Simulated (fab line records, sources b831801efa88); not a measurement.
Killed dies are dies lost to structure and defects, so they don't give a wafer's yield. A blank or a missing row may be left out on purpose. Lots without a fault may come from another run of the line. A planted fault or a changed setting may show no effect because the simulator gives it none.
Which tool did it? | flow gf180mcu | 11 lots, 33 wafers sampled, at 5 steps of a route of 602

WHAT THE GAUGES READ, wafer by wafer
GF_M2_RS_MEAS_05: measures by four-point-probe.
lot  | measured     | on            | M2_ALCU_RS (ohm/sq)
L455 | day 18 01:31 | film_metro-01 | 0.0679 0.0679 0.0680
L456 | day 18 14:46 | film_metro-02 | 0.0699 0.0696 0.0696
L458 | day 19 09:28 | film_metro-01 | 0.0686 0.0687 0.0684
L461 | day 20 13:38 | film_metro-02 | 0.0694 0.0691 0.0693
L462 | day 21 02:16 | film_metro-04 | 0.0698 0.0691 0.0696
L463 | day 21 08:44 | film_metro-04 | 0.0683 0.0695 0.0698
L465 | day 22 01:34 | film_metro-01 | 0.0706 0.0707 0.0712
L470 | day 23 16:56 | film_metro-02 | 0.0691 0.0693 0.0689
L472 | day 24 10:34 | film_metro-01 | 0.0696 0.0696 0.0696
L477 | day 26 00:53 | film_metro-01 | 0.0691 0.0694 0.0690
L478 | day 26 04:24 | film_metro-04 | 0.0694 0.0698 0.0693

GF_V2_THK_MEAS_03.
lot  | measured     | on            | V2_CVD_02_THK (nm)
L455 | day 19 02:24 | film_metro-04 | 842 841 852
L456 | day 19 16:05 | film_metro-01 | 838 849 845
L458 | day 20 10:39 | film_metro-03 | 846 857 865
L461 | day 21 14:16 | film_metro-01 | 834 836 852
L462 | day 22 03:02 | film_metro-04 | 860 868 866
L463 | day 22 08:41 | film_metro-03 | 835 836 844
L465 | day 23 01:34 | film_metro-03 | 836 860 856
L470 | day 24 15:58 | film_metro-04 | 782 804 808
L472 | day 25 09:13 | film_metro-03 | 805 790 815
L477 | day 26 22:34 | film_metro-01 | 842 862 857
L478 | day 27 02:06 | film_metro-01 | 842 839 851

WHICH TOOL RAN EACH LOT (tool, then ch and the chambers of the sampled wafers, then the start)
lot  | GF_M2_SPUTTER_00             | GF_M2_SPUTTER_04             | GF_V2_CVD_02
L455 | pvd_sputter-04, day 18 01:17 | pvd_sputter-04, day 18 01:28 | pecvd-03 ch 1,2, day 19 02:20
L456 | pvd_sputter-01, day 18 14:33 | pvd_sputter-01, day 18 14:44 | pecvd-01 ch 0,1,2, day 19 16:01
L458 | pvd_sputter-04, day 19 09:14 | pvd_sputter-04, day 19 09:25 | pecvd-02 ch 0,1, day 20 10:35
L461 | pvd_sputter-02, day 20 13:23 | pvd_sputter-02, day 20 13:34 | pecvd-01 ch 0,1,2, day 21 14:11
L462 | pvd_sputter-04, day 21 02:00 | pvd_sputter-04, day 21 02:11 | pecvd-02 ch 0,1, day 22 02:57
L463 | pvd_sputter-04, day 21 08:31 | pvd_sputter-04, day 21 08:42 | pecvd-03 ch 0,2, day 22 08:37
L465 | pvd_sputter-01, day 22 01:18 | pvd_sputter-01, day 22 01:29 | pecvd-03 ch 0,1,2, day 23 01:28
L470 | pvd_sputter-04, day 23 16:43 | pvd_sputter-04, day 23 16:54 | pecvd-01 ch 0,1, day 24 15:53
L472 | pvd_sputter-01, day 24 10:20 | pvd_sputter-01, day 24 10:31 | pecvd-01 ch 0,2, day 25 09:08
L477 | pvd_sputter-02, day 26 00:39 | pvd_sputter-02, day 26 00:50 | pecvd-02 ch 0,1,2, day 26 22:29
L478 | pvd_sputter-01, day 26 04:11 | pvd_sputter-01, day 26 04:22 | pecvd-02 ch 1,2, day 27 02:02
- GF_M2_SPUTTER_00: material Ti, target thk 37.5 nm, time 150 s.
- GF_M2_SPUTTER_04: material TiN, target thk 50 nm, time 41.7 s.
- GF_V2_CVD_02: deposits SiO2 from TEOS, target thk 850 nm, time 94.851 s.

WHAT THE TOOLS THEMSELVES READ (means of the sampled wafers that have a number; where no wafer has one, the mark that the record gives instead)
GF_M2_SPUTTER_00.
lot  | tool           | cathode_dc_power_W (W) | throttle_valve_pct (%)
L455 | pvd_sputter-04 | 4000.1                 | 29.3
L456 | pvd_sputter-01 | 4000.1                 | 30.4
L458 | pvd_sputter-04 | 4000.3                 | 30.2
L461 | pvd_sputter-02 | 3999.6                 | 29.8
L462 | pvd_sputter-04 | 4000.5                 | 30.0
L463 | pvd_sputter-04 | 4000.3                 | 29.5
L465 | pvd_sputter-01 | 4000.2                 | 30.0
L470 | pvd_sputter-04 | 3999.9                 | 29.5
L472 | pvd_sputter-01 | 3998.6                 | 30.2
L477 | pvd_sputter-02 | 3999.9                 | 30.2
L478 | pvd_sputter-01 | 4000.1                 | 30.2

GF_M2_SPUTTER_04.
lot  | tool           | cathode_dc_power_W (W) | throttle_valve_pct (%)
L455 | pvd_sputter-04 | 6500.0                 | 29.5
L456 | pvd_sputter-01 | 6500.0                 | 30.7
L458 | pvd_sputter-04 | 6500.3                 | 30.1
L461 | pvd_sputter-02 | 6499.8                 | 29.9
L462 | pvd_sputter-04 | 6499.5                 | 30.1
L463 | pvd_sputter-04 | 6499.2                 | 29.3
L465 | pvd_sputter-01 | 6499.4                 | 29.9
L470 | pvd_sputter-04 | 6501.3                 | 29.4
L472 | pvd_sputter-01 | 6499.9                 | 30.3
L477 | pvd_sputter-02 | 6499.3                 | 30.1
L478 | pvd_sputter-01 | 6499.0                 | 30.2

GF_V2_CVD_02.
lot  | tool     | heater_power_w (W) | rf_fwd_power_W (W)
L455 | pecvd-03 | 665                | 596.1
L456 | pecvd-01 | 625                | 594.4
L458 | pecvd-02 | 507                | 595.3
L461 | pecvd-01 | 644                | 596.0
L462 | pecvd-02 | 532                | 594.6
L463 | pecvd-03 | 565                | 596.0
L465 | pecvd-03 | 619                | 595.3
L470 | pecvd-01 | 658                | 597.5
L472 | pecvd-01 | 571                | 595.6
L477 | pecvd-02 | 626                | 594.7
L478 | pecvd-02 | 682                | 596.1

THE ANSWER, worked out from the rows above alone
Rule: what is usual is taken from the lots themselves. Put in order of their means at a reading, lots are off if they are a third of the lots or fewer, leave a main group of 4 or more, and stand apart from it by a gap of 3 or more times the standard deviation of the main group's means; of several such gaps the widest counts. A main group whose means are all the same, to the digits that the tables above print for the reading, isn't used. A lot without any number at a reading at which 4 lots or more have one is off too. The other lots that the step has rows for count as sound. The gauges are gone through in route order, then the tools' own readings, and for those a lot's mean is taken as printed above. The first step at which some lot is off is used, and at that step the reading that is off furthest; a lot without a number counts as furthest.
Off: L470, L472, at GF_V2_THK_MEAS_03 (V2_CVD_02_THK). The main group: mean 849 nm, standard deviation 7.9.
A tool fits if, at a process step before that reading, it ran every lot that is off, and no sound lot after the first of them. The gauges at GF_V2_THK_MEAS_03 are tried like those tools. One fits: pecvd-01 at GF_V2_CVD_02. Its last sound lot is L461 (day 21 14:11), its first lot that is off L470 (day 24 15:53): a fault that began between those two fits.

WHAT THE SIMULATOR HAD PUT IN
Process parameter drift: pecvd-01, from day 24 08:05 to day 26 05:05, at GF_V2_CVD_02. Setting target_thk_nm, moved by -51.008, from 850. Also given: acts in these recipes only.
Lots struck among those shown: L470, L472. The rule above found the same.
